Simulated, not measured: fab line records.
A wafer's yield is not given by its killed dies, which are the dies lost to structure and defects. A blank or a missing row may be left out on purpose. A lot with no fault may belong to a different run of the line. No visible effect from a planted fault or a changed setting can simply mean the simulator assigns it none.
fab line records    flow sky130    part 2 of 2: steps 26 to 35 of 35
record: lots: 5  wafers: 15  lastDay: 49
route steps=708 shown VIA1@460 METAL2@483
lots with no fault: from the same line, run without faults
startH: the number of hours between the record's first day and the start of the first shown wafer of the lot    waitH: time in hours since the lot's previous step    " as in the row above    L1.1+2: a row that stands for several wafers    - no value present, or no start provided    * or withheld: withheld    < > ~ a bound
route shown NAME@n: NAME is a module with steps in the file, n the number in the route of the first one    usual: mean/standard deviation taken from wafers without a fault    same: alike in all rows    chamber/n: place in a boat    sites: each site's reading    _std_site: their standard deviation    _edge_site: mean of outer sites minus mean of inner sites    radiusMm: how far each site lies from the wafer's centre    mask NAME#n: copy n    behind: the most recent tool/chamber to have shaped the wafer    hold: the reason the lot was held/the length of the hold in hours/how it ended    device: the n, p or np transistor that did not switch    end of line: at the end of the route, the tests of the same wafers    step lacking rows: just its recipe    killed: count of dies lost to structure and defects at first sort (not the wafer's yield)    map: dies across one wafer; x = killed, . = not, _ = none there
set.NAME: the setting the step ran with; set.NAME@STEP: the setting that earlier step ran with    model.NAME: the simulator's own value behind a step, which no gauge read
a table for each step, a row for each wafer; lots at some steps of the route
services: from which hour (startH, from the record's first day; less than 0 if before it) a tool's chamber was out of use, for how many hours, and why
== steps ==
step: SKY_METAL2_SPUTTER_02
recipe: material: AlCu  targetThkNm: 250  powerW: 10600  timeS: 13.3  chamberPressurePa: 0.4
usual: throttleValvePct: 29.8/1
lot.wafer  tool           chamber  startH  waitH  throttleValvePct
L075.1     pvdSputter-01  -        803.07  0.0    29.8
L075.4     "              -        "       "      30.9
L075.6     "              -        "       "      30.0
L076.1     pvdSputter-01  -        814.90  0.0    30.0
L076.5     "              -        "       "      29.2
L076.6     "              -        "       "      30.4
L078.1     pvdSputter-02  -        826.30  0.0    28.2
L078.3     "              -        "       "      30.1
L078.4     "              -        "       "      29.2
L081.2     pvdSputter-04  -        843.04  0.0    28.4
L081.3     "              -        "       "      28.7
L081.6     "              -        "       "      31.5
L094.2     pvdSputter-02  -        932.91  0.0    30.0
L094.4     "              -        "       "      29.3
L094.6     "              -        "       "      30.4
step: SKY_METAL2_SPUTTER_03
recipe: material: Ti  targetThkNm: 5  powerW: 3000  timeS: 3.3  chamberPressurePa: 0.4
usual: throttleValvePct: 29.8/1
lot.wafer  tool           chamber  startH  waitH  throttleValvePct
L075.1     pvdSputter-01  -        803.09  0.0    29.9
L075.4     "              -        "       "      31.0
L075.6     "              -        "       "      29.7
L076.1     pvdSputter-01  -        814.93  0.0    30.0
L076.5     "              -        "       "      29.1
L076.6     "              -        "       "      30.3
L078.1     pvdSputter-02  -        826.33  0.0    28.2
L078.3     "              -        "       "      30.4
L078.4     "              -        "       "      29.2
L081.2     pvdSputter-04  -        843.06  0.0    28.3
L081.3     "              -        "       "      28.8
L081.6     "              -        "       "      31.8
L094.2     pvdSputter-02  -        932.93  0.0    29.8
L094.4     "              -        "       "      29.3
L094.6     "              -        "       "      30.6
step: SKY_METAL2_SPUTTER_04
recipe: material: TiN  targetThkNm: 70  powerW: 6500  timeS: 58.3  chamberPressurePa: 0.4
usual: throttleValvePct: 29.8/1
lot.wafer  tool           chamber  startH  waitH  throttleValvePct
L075.1     pvdSputter-01  -        803.11  0.0    29.9
L075.4     "              -        "       "      30.7
L075.6     "              -        "       "      30.1
L076.1     pvdSputter-01  -        814.95  0.0    29.8
L076.5     "              -        "       "      29.3
L076.6     "              -        "       "      30.4
L078.1     pvdSputter-02  -        826.34  0.0    28.4
L078.3     "              -        "       "      30.2
L078.4     "              -        "       "      29.4
L081.2     pvdSputter-04  -        843.08  0.0    28.0
L081.3     "              -        "       "      28.2
L081.6     "              -        "       "      31.9
L094.2     pvdSputter-02  -        932.95  0.0    30.3
L094.4     "              -        "       "      29.4
L094.6     "              -        "       "      30.7
step: SKY_METAL2_RS_MEAS_05
recipe: thkMeasGauge: four-point-probe  reads: TiN_of_METAL2_SPUTTER_04+Ti_of_METAL2_SPUTTER_03+AlCu_of_METAL2_SPUTTER_02+TiN_of_METAL2_SPUTTER_01+Ti_of_METAL2_SPUTTER_00
usual: METAL2_ALCU_RS: 0.1266/0.0011
lot.wafer  tool          chamber  startH  waitH  METAL2_ALCU_RS[ohm/sq]
L075.1     filmMetro-01  -        803.16  0.0    0.1260
L075.4     "             -        "       "      0.1262
L075.6     "             -        "       "      0.1266
L076.1     filmMetro-03  -        815.00  0.0    0.1263
L076.5     "             -        "       "      0.1257
L076.6     "             -        "       "      0.1259
L078.1     filmMetro-04  -        826.39  0.0    0.1247
L078.3     "             -        "       "      0.1236
L078.4     "             -        "       "      0.1243
L081.2     filmMetro-04  -        843.15  0.0    0.1268
L081.3     "             -        "       "      0.1268
L081.6     "             -        "       "      0.1285
L094.2     filmMetro-04  -        933.02  0.0    0.1268
L094.4     "             -        "       "      0.1285
L094.6     "             -        "       "      0.1290
step: SKY_METAL2_THK_MEAS_06
recipe: thkMeasGauge: xrf  reads: AlCu_of_METAL2_SPUTTER_02
usual: METAL2_ALCU_THK: 249.5/2.5
lot.wafer  tool          chamber  startH  waitH  METAL2_ALCU_THK[nm]
L075.1     filmMetro-01  -        803.28  0.1    249.6
L075.4     "             -        "       "      250.0
L075.6     "             -        "       "      247.0
L076.1     filmMetro-03  -        815.12  0.1    251.1
L076.5     "             -        "       "      251.9
L076.6     "             -        "       "      253.3
L078.1     filmMetro-04  -        826.51  0.1    252.9
L078.3     "             -        "       "      256.2
L078.4     "             -        "       "      253.4
L081.2     filmMetro-04  -        843.26  0.1    248.3
L081.3     "             -        "       "      249.7
L081.6     "             -        "       "      247.3
L094.2     filmMetro-04  -        933.13  0.1    248.5
L094.4     "             -        "       "      244.7
L094.6     "             -        "       "      244.9
step: SKY_METAL2_DEHYDRATE_07
recipe: tempC: 200  timeS: 60
usual: plateTempC: 200.00/0.18  resistLineTempC: 23.01/0.12
lot.wafer  tool           chamber  startH  waitH  plateTempC  resistLineTempC
L075.1     lithoTrack-01  0        815.43  12.1   200.06      22.97
L075.4     "              0        "       "      199.95      23.03
L075.6     "              0        "       "      199.80      23.01
L076.1     lithoTrack-01  0        826.18  11.0   200.20      23.02
L076.5     "              0        "       "      199.98      23.13
L076.6     "              0        "       "      199.94      23.18
L078.1     lithoTrack-01  0        839.63  13.1   200.03      22.84
L078.3     "              0        "       "      200.26      23.00
L078.4     "              0        "       "      200.08      23.10
L081.2     lithoTrack-01  0        855.00  11.7   200.09      23.10
L081.3     "              0        "       "      199.93      22.92
L081.6     "              0        "       "      199.88      22.98
L094.2     lithoTrack-03  0        944.86  11.7   199.51      23.03
L094.4     "              0        "       "      199.91      23.07
L094.6     "              0        "       "      199.85      23.07
step: SKY_METAL2_HMDS_08
recipe: primeTimeS: 60  primeTempC: 120
usual: resistLineTempC: 22.99/0.11
lot.wafer  tool           chamber  startH  waitH  resistLineTempC
L075.1     lithoTrack-01  0        815.58  0.1    22.90
L075.4     "              0        "       "      23.01
L075.6     "              0        "       "      23.02
L076.1     lithoTrack-01  0        826.33  0.1    22.83
L076.5     "              0        "       "      22.73
L076.6     "              0        "       "      22.90
L078.1     lithoTrack-01  0        839.78  0.1    23.02
L078.3     "              0        "       "      22.95
L078.4     "              0        "       "      23.02
L081.2     lithoTrack-01  0        855.15  0.1    22.92
L081.3     "              0        "       "      23.03
L081.6     "              0        "       "      23.28
L094.2     lithoTrack-03  0        945.01  0.1    22.95
L094.4     "              0        "       "      23.03
L094.6     "              0        "       "      22.90
step: SKY_METAL2_COAT_09
recipe: resist: BARC  tempC: withheld  timeS: withheld  spinRpm: 3000  resistThkNm: 60
usual: resistLineTempC: *
lot.wafer  tool           chamber  startH  waitH  resistLineTempC
L075.1     lithoTrack-01  0        815.73  0.1    *
L075.4     "              0        "       "      *
L075.6     "              0        "       "      *
L076.1     lithoTrack-01  0        826.48  0.1    *
L076.5     "              0        "       "      *
L076.6     "              0        "       "      *
L078.1     lithoTrack-01  0        839.93  0.1    *
L078.3     "              0        "       "      *
L078.4     "              0        "       "      *
L081.2     lithoTrack-01  0        855.30  0.1    *
L081.3     "              0        "       "      *
L081.6     "              0        "       "      *
L094.2     lithoTrack-03  0        945.16  0.1    *
L094.4     "              0        "       "      *
L094.6     "              0        "       "      *
step: SKY_METAL2_COAT_10
recipe: resist: KrF-thick  spinRpm: 3000  resistThkNm: 450
usual: resistLineTempC: 22.97/0.099
lot.wafer  tool           chamber  startH  waitH  resistLineTempC
L075.1     lithoTrack-01  0        -       -      23.05
L075.4     "              0        "       "      23.14
L075.6     "              0        "       "      23.05
L076.1     lithoTrack-01  0        -       -      22.88
L076.5     "              0        "       "      23.06
L076.6     "              0        "       "      22.92
L078.1     lithoTrack-01  0        -       -      22.98
L078.3     "              0        "       "      22.88
L078.4     "              0        "       "      23.00
L081.2     lithoTrack-01  0        -       -      22.90
L081.3     "              0        "       "      23.00
L081.6     "              0        "       "      22.79
L094.2     lithoTrack-03  0        -       -      22.73
L094.4     "              0        "       "      22.67
L094.6     "              0        "       "      23.01
step: SKY_METAL2_SOFTBAKE_11
recipe: tempC: 100  timeS: 90  resist: KrF-thick
usual: plateTempC: 99.98/0.14  resistLineTempC: 22.99/0.12
lot.wafer  tool           chamber  startH  waitH  plateTempC  resistLineTempC
L075.1     lithoTrack-01  0        -       -      99.89       22.89
L075.4     "              0        "       "      100.01      22.86
L075.6     "              0        "       "      99.93       22.72
L076.1     lithoTrack-01  0        -       -      99.91       23.02
L076.5     "              0        "       "      99.96       22.80
L076.6     "              0        "       "      100.17      22.85
L078.1     lithoTrack-01  0        -       -      99.76       23.06
L078.3     "              0        "       "      99.97       23.06
L078.4     "              0        "       "      100.03      23.08
L081.2     lithoTrack-01  0        -       -      99.79       23.01
L081.3     "              0        "       "      99.99       23.15
L081.6     "              0        "       "      100.01      22.95
L094.2     lithoTrack-03  0        -       -      100.09      22.95
L094.4     "              0        "       "      100.15      22.96
L094.6     "              0        "       "      99.95       22.93
== services ==
tool            chamber  startH  hours  kind
wetBench-01     -        756.97  5.0    repair
pvdSputter-01   -        768.45  2.1    repair
krfScanner-01   -        768.99  1.0    pm
krfScanner-01   -        783.19  0.8    pm
pvdSputter-02   -        788.64  0.7    repair
plasmaAsher-03  -        789.53  5.8    repair
krfScanner-01   -        793.78  0.2    repair
pvdSputter-02   -        796.09  1.0    repair
plasmaAsher-03  -        797.00  2.9    repair
cmp-01          -        802.63  6.8    repair
krfScanner-01   -        823.83  1.3    pm
cvdW-01         0        825.11  5.3    repair
cvdW-01         1        829.04  9.6    repair
wetBench-03     -        848.24  4.4    pm
cvdW-01         1        856.07  4.7    repair
cvdW-01         -        870.89  5.2    repair
plasmaAsher-03  -        880.53  1.2    repair
cmp-01          -        882.57  1.7    repair
rieDiel-01      2        884.93  14.6   repair
pvdSputter-04   -        893.05  2.2    repair
cmp-01          -        912.00  4.0    pm
cmp-01          -        923.52  1.3    repair
wetBench-03     -        931.77  1.9    pm
cvdW-01         0        943.63  3.1    repair
